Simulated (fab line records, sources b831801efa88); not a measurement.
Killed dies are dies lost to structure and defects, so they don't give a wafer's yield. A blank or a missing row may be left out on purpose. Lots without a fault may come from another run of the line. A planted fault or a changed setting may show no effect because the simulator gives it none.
Which tool did it? | flow sky130 | 11 lots, 33 wafers sampled, at 5 steps of a route of 708

WHAT THE GAUGES READ, wafer by wafer
SKY_LDD_N_TW_MEAS_17.
lot  | measured     | on            | LDD_N_TW
L536 | day 18 03:35 | film_metro-01 | 2600 2610 2607
L537 | day 19 05:18 | film_metro-01 | 2612 2597 2600
L540 | day 20 00:54 | film_metro-02 | 2590 2592 2597
L542 | day 21 14:31 | film_metro-03 | 2568 2577 2577
L544 | day 21 19:29 | film_metro-01 | 2597 2607 2602
L546 | day 23 06:07 | film_metro-02 | 2578 2570 2588
L549 | day 23 14:25 | film_metro-02 | 2589 2581 2596
L550 | day 23 17:52 | film_metro-01 | 2594 2605 2601
L552 | day 24 04:10 | film_metro-01 | 2604 2614 2615
L553 | day 24 21:32 | film_metro-02 | 2576 2572 2584
L554 | day 24 22:39 | film_metro-02 | 2587 2572 2571

SKY_LDD_P_CD_MEAS_07: target cd 380 nm.
lot  | measured     | on        | cd_nm (nm)
L536 | day 19 09:50 | cd_sem-01 | 381.4 380.5 378.1
L537 | day 20 12:28 | cd_sem-02 | 376.8 380.2 378.4
L540 | day 21 07:10 | cd_sem-01 | 365.9 364.9 362.9
L542 | day 22 20:53 | cd_sem-02 | 366.7 369.5 367.8
L544 | day 23 02:04 | cd_sem-01 | 370.2 372.6 371.4
L546 | day 24 12:07 | cd_sem-02 | 380.1 380.3 381.7
L549 | day 24 19:55 | cd_sem-02 | 378.2 376.8 377.3
L550 | day 24 23:16 | cd_sem-02 | 379.9 378.7 379.2
L552 | day 25 09:53 | cd_sem-02 | 386.0 384.4 380.4
L553 | day 26 01:56 | cd_sem-01 | 378.7 378.8 380.6
L554 | day 26 03:44 | cd_sem-02 | 384.0 382.5 380.7

WHICH TOOL RAN EACH LOT (tool, then ch and the chambers of the sampled wafers, then the start)
lot  | SKY_RES_PROTECT_STRIP_07             | SKY_POLY_GATE_ETCH_15              | SKY_LDD_P_EXPOSE_04
L536 | plasma_asher-04 ch 0,1, day 15 10:59 | rie_diel-02 ch 0,1, day 16 17:51   | iline_stepper-01 ch 0, day 18 18:09
L537 | plasma_asher-02 ch 0,1, day 15 23:43 | rie_diel-03 ch 0,2,3, day 17 17:26 | iline_stepper-01 ch 0, day 19 21:04
L540 | plasma_asher-04 ch 0,1, day 17 02:59 | rie_diel-02 ch 1,3, day 18 14:42   | iline_stepper-01 ch 0, day 20 16:13
L542 | plasma_asher-04 ch 0,1, day 18 17:48 | rie_diel-02 ch 1,3, day 20 03:36   | iline_stepper-01 ch 0, day 22 06:10
L544 | plasma_asher-01 ch 1, day 18 19:34   | rie_diel-03 ch 2,3, day 20 08:41   | iline_stepper-01 ch 0, day 22 10:40
L546 | plasma_asher-02 ch 0,1, day 20 10:01 | rie_diel-04 ch 0,1,2, day 21 19:53 | iline_stepper-02 ch 0, day 23 20:56
L549 | plasma_asher-02 ch 0,1, day 20 21:08 | rie_diel-03 ch 1,3, day 22 05:35   | iline_stepper-02 ch 0, day 24 05:28
L550 | plasma_asher-02 ch 0,1, day 20 22:50 | rie_diel-03 ch 0,1, day 22 07:20   | iline_stepper-02 ch 0, day 24 08:58
L552 | plasma_asher-01 ch 0,1, day 21 09:43 | rie_diel-03 ch 1,3, day 22 18:11   | iline_stepper-02 ch 0, day 24 19:23
L553 | plasma_asher-04 ch 0,1, day 22 03:49 | rie_diel-04 ch 0,1,3, day 23 12:33 | iline_stepper-02 ch 0, day 25 11:44
L554 | plasma_asher-04 ch 0,1, day 22 04:47 | rie_diel-04 ch 1,3, day 23 13:54   | iline_stepper-02 ch 0, day 25 13:47
- SKY_RES_PROTECT_STRIP_07: strips in O2/N2.
- SKY_POLY_GATE_ETCH_15: etches BARC in N2/H2, stops on SiO2, time 118.5 s, target depth 110 nm.
- SKY_LDD_P_EXPOSE_04: exposes mask PSDM, target cd 380 nm.

WHAT THE TOOLS THEMSELVES READ (means of the sampled wafers that have a number; where no wafer has one, the mark that the record gives instead)
SKY_RES_PROTECT_STRIP_07.
lot  | tool            | drypump_motor_current_A (A) | o2_flow_sccm (sccm) | oes_product_au (a.u.) | strip_time_to_endpoint_s (s)
L536 | plasma_asher-04 | 4.9                         | 3004                | 0.518                 | 23.32
L537 | plasma_asher-02 | 5.9                         | 2996                | 0.520                 | 23.34
L540 | plasma_asher-04 | 4.8                         | 3006                | 0.522                 | 23.34
L542 | plasma_asher-04 | 4.8                         | 3016                | 0.519                 | 23.26
L544 | plasma_asher-01 | 6.1                         | 2997                | 0.520                 | 23.35
L546 | plasma_asher-02 | 5.9                         | 3003                | 0.512                 | 23.28
L549 | plasma_asher-02 | 5.9                         | 2985                | 0.513                 | 23.30
L550 | plasma_asher-02 | 6.1                         | 2990                | 0.515                 | 23.32
L552 | plasma_asher-01 | 5.8                         | 2993                | 0.523                 | 23.26
L553 | plasma_asher-04 | 4.8                         | 3011                | 0.517                 | 23.29
L554 | plasma_asher-04 | 4.9                         | 3001                | 0.517                 | 23.33

SKY_POLY_GATE_ETCH_15.
lot  | tool        | drypump_motor_current_A (A) | oes_product_au (a.u.) | throttle_valve_pct (%)
L536 | rie_diel-02 | 5.6                         | 0.722                 | 13.206
L537 | rie_diel-03 | 5.5                         | 0.718                 | 13.212
L540 | rie_diel-02 | 5.7                         | 0.719                 | 13.220
L542 | rie_diel-02 | 5.3                         | 0.725                 | 13.216
L544 | rie_diel-03 | 5.4                         | 0.718                 | 13.223
L546 | rie_diel-04 | 5.7                         | 0.720                 | 13.214
L549 | rie_diel-03 | 5.7                         | 0.720                 | 13.207
L550 | rie_diel-03 | 5.5                         | 0.718                 | 13.214
L552 | rie_diel-03 | 5.5                         | 0.717                 | 13.213
L553 | rie_diel-04 | 5.6                         | 0.722                 | 13.208
L554 | rie_diel-04 | 6.1                         | 0.722                 | 13.209

SKY_LDD_P_EXPOSE_04.
lot  | tool             | exposure_dose_mJ_cm2 | stage_vel_mm_s (mm/s)
L536 | iline_stepper-01 | 139.72               | 499.74
L537 | iline_stepper-01 | 139.74               | 499.78
L540 | iline_stepper-01 | 133.60               | 499.72
L542 | iline_stepper-01 | 135.04               | 500.04
L544 | iline_stepper-01 | 134.86               | 500.28
L546 | iline_stepper-02 | 139.90               | 500.15
L549 | iline_stepper-02 | 139.76               | 499.82
L550 | iline_stepper-02 | 139.92               | 499.84
L552 | iline_stepper-02 | 139.53               | 500.24
L553 | iline_stepper-02 | 139.98               | 499.71
L554 | iline_stepper-02 | 139.82               | 500.36

THE ANSWER, worked out from the rows above alone
Rule: what is usual is taken from the lots themselves. Put in order of their means at a reading, lots are off if they are a third of the lots or fewer, leave a main group of 4 or more, and stand apart from it by a gap of 3 or more times the standard deviation of the main group's means; of several such gaps the widest counts. A main group whose means are all the same, to the digits that the tables above print for the reading, isn't used. A lot without any number at a reading at which 4 lots or more have one is off too. The other lots that the step has rows for count as sound. The gauges are gone through in route order, then the tools' own readings, and for those a lot's mean is taken as printed above. The first step at which some lot is off is used, and at that step the reading that is off furthest; a lot without a number counts as furthest.
Off: L540, L542, L544, at SKY_LDD_P_CD_MEAS_07 (cd_nm). The main group: mean 380.2 nm, standard deviation 1.9.
A tool fits if, at a process step before that reading, it ran every lot that is off, and no sound lot after the first of them. The gauges at SKY_LDD_P_CD_MEAS_07 aren't tried: what is off there is off at SKY_LDD_P_EXPOSE_04 too, on other tools, and a gauge's error can't cause that. One fits: iline_stepper-01 at SKY_LDD_P_EXPOSE_04. Its last sound lot is L537 (day 19 21:04), its first lot that is off L540 (day 20 16:13): a fault that began between those two fits.
The tool's own readings at SKY_LDD_P_EXPOSE_04 bear it out: on the lots that are off they differ by more than 5 times the standard deviation of the sound lots' means. exposure_dose_mJ_cm2 reads 134.50 there against 139.80 on the sound lots.

WHAT THE SIMULATOR HAD PUT IN
Process parameter drift: iline_stepper-01, from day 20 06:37 on, at SKY_LDD_P_EXPOSE_04. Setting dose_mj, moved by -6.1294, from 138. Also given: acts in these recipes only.
Lots struck among those shown: L540, L542, L544. The rule above found the same.
